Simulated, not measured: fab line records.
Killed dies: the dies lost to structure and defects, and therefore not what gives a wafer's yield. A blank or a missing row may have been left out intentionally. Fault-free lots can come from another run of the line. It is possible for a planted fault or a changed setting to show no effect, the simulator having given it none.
fab line records	flow sfqLine
record: lots: 6	wafers: 18	lastDay: 91
route steps=325 shown I6@270 M7@281
lots that met no fault: taken from a fault-free run of the same line
startH: hours from the record's first day to the start of the lot's first wafer shown	waitH: hours from the lot's prior step to this one	" the same as in the row above	L1.1+2: several wafers, shown together as one row	- no value present, or no start provided	* or withheld: withheld	< > ~ a bound
route shown NAME@n: a module of which the file shows steps, and the number in the route of the first	usual: average and standard deviation across the fault-free wafers	same: alike in all rows	chamber/n: place in a boat	sites: each site's reading	_std_site: standard deviation across them	_edge_site: inner sites' mean taken away from outer sites' mean	radiusMm: how far each site lies from the wafer's centre	mask NAME#n: copy n	behind: the tool/chamber that last shaped the wafer	hold: reason for holding the lot/hours on hold/outcome of the hold	device: which transistor (n, p or np) failed to switch	end of line: at the end of the route, the tests of the same wafers	for a step that has no rows: nothing shown but its recipe	killed: not the wafer's yield, but the dies lost to structure and defects at the first sort	map: dies across one wafer; x = killed, . = not, _ = none there
set.NAME: the run value of the setting; set.NAME@STEP: its run value at that earlier step	model.NAME: the simulator's own value behind a step, which no gauge read
lots at selected steps of the route; one table per step, one row per wafer
services: when a tool's chamber went out of use (startH, in hours from the record's first day, below 0 if earlier), for how many hours, and the reason
== steps ==
step: SFQ_TRILAYER_I6_VIA_LITHO_COAT_174
recipe: resist: BARC	spinRpm: 3000	resistThkNm: 62
step: SFQ_TRILAYER_I6_VIA_LITHO_COAT_169
recipe: resist: KrF	spinRpm: 3000	resistThkNm: 650
step: SFQ_TRILAYER_I6_VIA_LITHO_SOFTBAKE_173
recipe: tempC: withheld	timeS: withheld	resist: KrF
step: SFQ_TRILAYER_I6_VIA_LITHO_EXPOSE_170
recipe: maskId: I6	na: 0.6	sourceShape: conventional	sigmaOuter: 0.65	targetCdNm: 700	doseMj: 21.3
step: SFQ_TRILAYER_I6_VIA_LITHO_PEB_172
recipe: pebTempC: 115	pebTimeS: 60	resist: KrF
step: SFQ_TRILAYER_I6_VIA_LITHO_DEVELOP_171
recipe: timeS: 60	resist: KrF
step: SFQ_I6_OVL_MEAS_942
usual: I6_OVL: 0/5.7
lot.wafer	tool	chamber	startH	waitH	I6_OVL[nm]
L105.1	overlay-02	-	1856.16	0.1	-6
L105.2	"	-	"	"	-5
L105.5	"	-	"	"	-11
L107.2	overlay-02	-	1859.76	0.1	-5
L107.5	"	-	"	"	1
L107.6	"	-	"	"	-8
L109.1	overlay-02	-	1863.36	0.1	2
L109.5	"	-	"	"	-4
L109.6	"	-	"	"	-8
L110.1	overlay-01	-	1943.00	0.1	-6
L110.2	"	-	"	"	-3
L110.3	"	-	"	"	-7
L117.1	overlay-01	-	1973.00	0.1	-3
L117.4	"	-	"	"	-1
L117.6	"	-	"	"	-3
L119.1	overlay-01	-	1986.20	0.1	-5
L119.5	"	-	"	"	2
L119.6	"	-	"	"	-2
step: SFQ_TRILAYER_I6_VIA_BARC_OPEN_VIA_ETCH_235
recipe: maskMaterial: PR	chemistry: O2	targetDepthNm: 125	target: BARC	sourceW: 500	biasW: 80	pressureMtorr: 30	timeS: 41.7
usual: chamberPressureMTorr: 29.998/0.026	drypumpMotorCurrentA: 5.9/0.54	oesProductAu: 0.685/0.004
lot.wafer	tool	chamber	startH	waitH	chamberPressureMTorr	drypumpMotorCurrentA	oesProductAu	rfHoursCounterH
L105.1	rieDiel-04	0	1856.19	0.0	30.032	5.2	0.694	11
L105.2	"	2	"	"	29.973	6.3	0.688	10
L105.5	"	3	"	"	29.989	5.8	0.686	-
L107.2	rieDiel-03	2	1859.79	0.0	29.991	5.8	0.685	10
L107.5	"	3	"	"	29.983	6.7	0.695	-
L107.6	"	2	"	"	30.011	5.8	0.687	-
L109.1	rieDiel-03	1	1863.39	0.0	29.991	5.7	0.683	7
L109.5	"	2	"	"	30.028	5.8	0.683	-
L109.6	"	1	"	"	30.005	5.7	0.683	-
L110.1	rieDiel-04	2	1943.04	0.0	30.007	6.3	0.686	11
L110.2	"	0	"	"	29.983	5.2	0.682	12
L110.3	"	3	"	"	29.975	5.8	0.688	18
L117.1	rieDiel-02	1	1973.04	0.0	29.975	5.7	0.683	13
L117.4	"	2	"	"	29.959	6.7	0.682	2
L117.6	"	3	"	"	29.989	5.6	0.689	-
L119.1	rieDiel-03	3	1986.24	0.0	29.993	6.7	0.692	16
L119.5	"	3	"	"	30.009	6.7	0.683	-
L119.6	"	0	"	"	29.962	6.4	0.684	-
step: SFQ_TRILAYER_I6_VIA_ETCH_VIA_ETCH_172
recipe: target: SiO2	stopOn: Nb	maskMaterial: PR	taperDeg: 20	chemistry: CHF3	targetDepthNm: 260	sourceW: 500	biasW: 80	pressureMtorr: 30	timeS: withheld
usual: chamberPressureMTorr: 30.000/0.028	drypumpMotorCurrentA: 5.9/0.54	oesProductAu: 0.855/0.0057
lot.wafer	tool	chamber	startH	waitH	chamberPressureMTorr	drypumpMotorCurrentA	oesProductAu
L105.1	rieDiel-04	0	1856.23	0.0	29.987	5.2	0.861
L105.2	"	2	"	"	30.014	6.2	0.849
L105.5	"	3	"	"	29.953	5.8	0.845
L107.2	rieDiel-03	2	1859.83	0.0	29.918	5.7	0.860
L107.5	"	3	"	"	30.015	6.7	0.850
L107.6	"	2	"	"	30.015	5.8	0.857
L109.1	rieDiel-03	1	1863.43	0.0	29.961	5.7	0.851
L109.5	"	2	"	"	30.008	5.8	0.856
L109.6	"	1	"	"	29.982	5.7	0.855
L110.1	rieDiel-04	2	1943.08	0.0	30.011	6.3	0.847
L110.2	"	0	"	"	30.024	5.2	0.844
L110.3	"	3	"	"	30.043	5.8	0.836
L117.1	rieDiel-02	1	1973.08	0.0	30.018	5.8	0.856
L117.4	"	2	"	"	30.023	6.7	0.858
L117.6	"	3	"	"	30.010	5.6	0.861
L119.1	rieDiel-03	3	1986.28	0.0	30.014	6.7	0.852
L119.5	"	3	"	"	29.991	6.7	0.858
L119.6	"	0	"	"	30.050	6.4	0.859
step: SFQ_TRILAYER_I6_VIA_STRIP_STRIP_173
recipe: gas: O2	powerW: 200	platenTempC: 40	overashFraction: 0.65	chemistry: O2	pressureMtorr: 50
usual: chamberPressureMTorr: 50.00/0.047	drypumpMotorCurrentA: 5.37/0.24	oesProductAu: 0.996/0.012
lot.wafer	tool	chamber	startH	waitH	chamberPressureMTorr	drypumpMotorCurrentA	oesProductAu	rfHoursCounterH
L105.1	rieMetal-04	0	1856.35	-	50.08	5.08	1.010	117
L105.2	"	1	"	"	50.05	5.31	0.980	79
L105.5	"	1	"	"	50.10	5.32	0.983	-
L107.2	rieMetal-01	0	1859.95	-	49.96	5.81	0.993	6
L107.5	"	0	"	"	50.02	5.83	0.995	-
L107.6	"	1	"	"	49.99	5.37	1.015	-
L109.1	rieMetal-04	1	1863.55	-	49.98	5.30	0.985	80
L109.5	"	0	"	"	49.96	5.07	1.013	-
L109.6	"	1	"	"	50.09	5.30	0.982	-
L110.1	rieMetal-04	1	1943.19	-	50.02	5.32	0.985	88
L110.2	"	0	"	"	50.07	5.07	1.009	130
L110.3	"	0	"	"	50.03	5.05	1.009	-
L117.1	rieMetal-03	0	1973.19	-	49.99	5.31	0.994	113
L117.4	"	0	"	"	49.97	5.26	1.005	-
L117.6	"	0	"	"	49.97	5.26	0.991	-
L119.1	rieMetal-01	1	1986.39	-	49.94	5.37	1.005	42
L119.5	"	1	"	"	49.92	5.37	1.001	-
L119.6	"	0	"	"	49.99	5.82	0.988	-
step: SFQ_TRILAYER_I6_VIA_STRIP_SOLV_CLEAN_174
recipe: chemistry: NMP	tempC: 70	timeS: 600
step: SFQ_TRILAYER_M7_DEP_PRE_CLEAN_176
recipe: gas: Ar	timeS: 22.5	biasV: 250
step: SFQ_TRILAYER_M7_DEP_SPUTTER_175
recipe: material: Nb	basePressurePa: 1.33e-06	chamberPressurePa: 0.1333	substrateTempC: 20	targetThkNm: 200	powerW: 2000	timeS: 133.3
usual: basePressurePa: 1.33e-06/8.5e-08	cathodeDcPowerW: 2000.0/0.39	throttleValvePct: 30.0/0.88
lot.wafer	tool	chamber	startH	waitH	basePressurePa	cathodeDcPowerW	throttleValvePct
L105.1	pvdSputter-04	-	1857.15	0.0	1.26e-06	1999.8	31.9
L105.2	"	-	"	"	1.39e-06	2000.2	29.3
L105.5	"	-	"	"	1.34e-06	2000.1	29.5
L107.2	pvdSputter-04	-	1860.75	0.0	1.15e-06	2000.1	31.8
L107.5	"	-	"	"	1.38e-06	2000.4	30.4
L107.6	"	-	"	"	1.47e-06	1999.9	29.3
L109.1	pvdSputter-04	-	1864.35	0.0	-	-	-
L109.5	"	-	"	"	-	-	-
L109.6	"	-	"	"	-	-	-
L110.1	pvdSputter-05	-	1944.00	0.0	-	-	-
L110.2	"	-	"	"	-	-	-
L110.3	"	-	"	"	-	-	-
L117.1	pvdSputter-04	-	1974.00	0.0	1.42e-06	1999.9	30.0
L117.4	"	-	"	"	1.25e-06	1999.9	31.8
L117.6	"	-	"	"	1.22e-06	1999.3	29.2
L119.1	pvdSputter-04	-	1987.20	0.0	1.2e-06	1999.9	29.4
L119.5	"	-	"	"	1.3e-06	2000.3	29.3
L119.6	"	-	"	"	1.38e-06	2000.2	30.5
step: SFQ_M7_RS_MEAS_943
recipe: thkMeasGauge: four-point-probe	reads: Nb_of_TRILAYER_M7_DEP_SPUTTER_175
usual: M7_NB_RS: 0.892/0.012
lot.wafer	tool	chamber	startH	waitH	M7_NB_RS[ohm/sq]
L105.1	filmMetro-03	-	1857.24	0.0	0.867
L105.2	"	-	"	"	0.872
L105.5	"	-	"	"	0.858
L107.2	filmMetro-03	-	1860.86	0.1	0.879
L107.5	"	-	"	"	0.884
L107.6	"	-	"	"	0.875
L109.1	filmMetro-04	-	1864.44	0.0	-
L109.5	"	-	"	"	-
L109.6	"	-	"	"	-
L110.1	filmMetro-01	-	1944.09	0.0	-
L110.2	"	-	"	"	-
L110.3	"	-	"	"	-
L117.1	filmMetro-04	-	1974.09	0.0	0.891
L117.4	"	-	"	"	0.882
L117.6	"	-	"	"	0.878
L119.1	filmMetro-01	-	1987.29	0.0	0.879
L119.5	"	-	"	"	0.888
L119.6	"	-	"	"	0.890
step: SFQ_TRILAYER_M7_LITHO_COAT_182
recipe: resist: BARC	spinRpm: 3000	resistThkNm: 62
step: SFQ_TRILAYER_M7_LITHO_COAT_177
recipe: resist: KrF	spinRpm: 3000	resistThkNm: 600
step: SFQ_TRILAYER_M7_LITHO_SOFTBAKE_181
recipe: tempC: withheld	timeS: withheld	resist: KrF
step: SFQ_TRILAYER_M7_LITHO_EXPOSE_178
recipe: maskId: M7	na: 0.6	sourceShape: conventional	sigmaOuter: 0.65	targetCdNm: 500	doseMj: 14.4
step: SFQ_TRILAYER_M7_LITHO_PEB_180
recipe: pebTempC: 115	pebTimeS: 60	resist: KrF
step: SFQ_TRILAYER_M7_LITHO_DEVELOP_179
recipe: timeS: 60	resist: KrF
step: SFQ_M7_OVL_MEAS_945
usual: M7_OVL: 2/5.2
lot.wafer	tool	chamber	startH	waitH	M7_OVL[nm]
L105.1	overlay-02	-	1946.60	0.1	-3
L105.2	"	-	"	"	3
L105.5	"	-	"	"	6
L107.2	overlay-02	-	1951.41	0.1	3
L107.5	"	-	"	"	3
L107.6	"	-	"	"	2
L109.1	overlay-01	-	1957.40	0.1	-2
L109.5	"	-	"	"	2
L109.6	"	-	"	"	2
L110.1	overlay-02	-	2042.65	0.1	8
L110.2	"	-	"	"	0
L110.3	"	-	"	"	9
L117.1	overlay-01	-	2070.25	0.1	6
L117.4	"	-	"	"	10
L117.6	"	-	"	"	-3
L119.1	overlay-02	-	2081.05	0.1	3
L119.5	"	-	"	"	-2
L119.6	"	-	"	"	5
step: SFQ_TRILAYER_M7_BARC_OPEN_METAL_ETCH_229
recipe: maskMaterial: PR	chemistry: O2	targetDepthNm: 125	target: BARC	icpW: 600	biasW: 80	pressureMtorr: 10	timeS: 41.7
usual: chamberPressureMTorr: 10.000/0.0097	drypumpMotorCurrentA: 5.3/0.37	oesProductAu: 0.686/0.0043
lot.wafer	tool	chamber	startH	waitH	chamberPressureMTorr	drypumpMotorCurrentA	oesProductAu	rfHoursCounterH
L105.1	rieMetal-04	0	1946.64	0.0	10.003	5.0	0.689	131
L105.2	"	1	"	"	10.012	5.3	0.683	89
L105.5	"	1	"	"	10.014	5.3	0.685	-
L107.2	rieMetal-02	0	1951.44	0.0	10.002	5.7	0.687	89
L107.5	"	0	"	"	9.995	5.7	0.679	-
L107.6	"	1	"	"	9.991	4.7	0.686	-
L109.1	rieMetal-01	0	1957.44	0.0	10.002	5.8	0.680	20
L109.5	"	1	"	"	10.009	5.4	0.691	-
L109.6	"	0	"	"	10.005	5.8	0.684	-
L110.1	rieMetal-01	1	2042.69	0.0	9.992	5.4	0.685	52
L110.2	"	0	"	"	9.997	5.8	0.679	33
L110.3	"	0	"	"	10.000	5.8	0.686	-
L117.1	rieMetal-02	0	2070.29	0.0	10.011	5.7	0.678	105
L117.4	"	1	"	"	10.009	4.7	0.697	-
L117.6	"	1	"	"	10.013	4.7	0.685	-
L119.1	rieMetal-02	1	2081.09	0.0	10.016	4.7	0.680	111
L119.5	"	0	"	"	9.997	5.7	0.685	-
L119.6	"	1	"	"	9.994	4.7	0.681	-
step: SFQ_TRILAYER_M7_ETCH_METAL_ETCH_180
recipe: target: Nb	stopOn: SiO2	maskMaterial: PR	chemistry: Cl2/Ar	targetDepthNm: 240	icpW: 600	biasW: 80	pressureMtorr: 10	timeS: 120
usual: chamberPressureMTorr: 10.000/0.009	drypumpMotorCurrentA: 5.3/0.38	oesProductAu: 0.894/0.0077
lot.wafer	tool	chamber	startH	waitH	chamberPressureMTorr	drypumpMotorCurrentA	oesProductAu	rfHoursCounterH
L105.1	rieMetal-04	0	1946.70	0.0	10.012	5.0	0.910	131
L105.2	"	1	"	"	9.995	5.3	0.909	89
L105.5	"	1	"	"	10.005	5.3	0.918	-
L107.2	rieMetal-02	0	1951.50	0.0	10.007	5.7	0.910	89
L107.5	"	0	"	"	9.991	5.7	0.901	-
L107.6	"	1	"	"	10.002	4.7	0.901	-
L109.1	rieMetal-01	0	1957.50	0.0	9.995	5.8	0.369	20
L109.5	"	1	"	"	9.987	5.4	0.374	-
L109.6	"	0	"	"	10.009	5.8	0.375	-
L110.1	rieMetal-01	1	2042.75	0.0	10.010	5.4	0.374	52
L110.2	"	0	"	"	9.997	5.9	0.383	33
L110.3	"	0	"	"	9.993	5.8	0.372	-
L117.1	rieMetal-02	0	2070.35	0.0	9.998	5.7	0.895	106
L117.4	"	1	"	"	9.998	4.7	0.897	-
L117.6	"	1	"	"	9.990	4.7	0.900	-
L119.1	rieMetal-02	1	2081.15	0.0	9.998	4.7	0.906	111
L119.5	"	0	"	"	9.994	5.7	0.902	-
L119.6	"	1	"	"	9.990	4.7	0.894	-
step: SFQ_TRILAYER_M7_STRIP_STRIP_181
recipe: gas: O2	powerW: 200	platenTempC: 40	overashFraction: 0.65	chemistry: O2	pressureMtorr: 50
usual: chamberPressureMTorr: 50.00/0.046	drypumpMotorCurrentA: 5.3/0.37	oesProductAu: 0.997/0.012
lot.wafer	tool	chamber	startH	waitH	chamberPressureMTorr	drypumpMotorCurrentA	oesProductAu	rfHoursCounterH
L105.1	rieMetal-04	0	1946.82	0.1	49.96	5.1	0.995	131
L105.2	"	1	"	"	49.96	5.3	0.976	89
L105.5	"	1	"	"	49.98	5.4	0.983	-
L107.2	rieMetal-02	0	1951.62	0.1	49.96	5.7	1.000	89
L107.5	"	0	"	"	49.95	5.7	1.004	-
L107.6	"	1	"	"	49.93	4.7	1.010	-
L109.1	rieMetal-01	0	1957.62	0.1	50.00	5.8	0.985	20
L109.5	"	1	"	"	50.04	5.4	0.995	-
L109.6	"	0	"	"	50.12	5.8	0.983	-
L110.1	rieMetal-01	1	2042.87	0.1	50.02	5.4	0.988	52
L110.2	"	0	"	"	50.04	5.8	0.981	33
L110.3	"	0	"	"	50.04	5.8	0.981	-
L117.1	rieMetal-02	0	2070.47	0.1	49.99	5.7	0.996	106
L117.4	"	1	"	"	49.97	4.7	1.006	-
L117.6	"	1	"	"	49.97	4.7	1.006	-
L119.1	rieMetal-02	1	2081.27	0.1	50.02	4.7	1.008	111
L119.5	"	0	"	"	49.99	5.7	0.994	-
L119.6	"	1	"	"	50.00	4.7	1.020	-
== services ==
tool	chamber	startH	hours	kind
rieMetal-03	-	1862.88	0.7	repair
rieDiel-03	1	1864.32	12.3	repair
pvdSputter-05	-	1870.22	3.8	repair
rieDiel-02	1	1879.45	7.3	repair
rieMetal-04	-	1887.24	1.9	repair
rieMetal-04	1	1889.41	12.1	repair
rieMetal-02	1	1897.77	7.3	repair
rieMetal-02	-	1922.34	28.1	pm
rieDiel-03	2	1934.48	14.6	repair
rieDiel-03	3	1944.39	1.5	repair
pvdSputter-04	-	1954.19	7.0	repair
rieDiel-02	-	1964.00	1.5	repair
rieDiel-02	-	1965.03	0.7	repair
pvdSputter-04	-	1965.65	6.8	repair
rieDiel-02	-	1971.64	0.8	repair
rieMetal-01	-	1977.70	1.4	pm
rieDiel-02	-	1978.82	0.4	repair
rieMetal-04	0	1979.66	8.0	repair
rieMetal-04	0	1997.42	15.0	repair
rieDiel-02	-	2001.17	2.0	repair
rieMetal-02	-	2012.62	0.6	repair
rieMetal-02	-	2017.25	2.8	pm
rieDiel-03	0	2019.23	8.6	repair
rieDiel-02	3	2065.72	8.1	repair
== key ==
firstSign: step: SFQ_TRILAYER_M7_DEP_SPUTTER_175	reading: toolRecord	direction: missing
effect: step: SFQ_M7_RS_MEAS_943	reading: M7_NB_RS	direction: missing
effect: step: SFQ_TRILAYER_M7_ETCH_METAL_ETCH_180	reading: oesProductAu	direction: down	sigmas: 67	usual: 0.894	struck: 0.374
metAt SFQ_TRILAYER_M7_DEP_SPUTTER_175
struckWafers L109.1,L109.5,L109.6,L110.1,L110.2,L110.3
onsetBetween 1860.75 1864.35
fault: kind: skippedStepWhole	tool: pvdSputter-04,pvdSputter-05	chamber: -	onsetH: 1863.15	steps: SFQ_TRILAYER_M7_DEP_SPUTTER_175	scope: struckLotsOnly
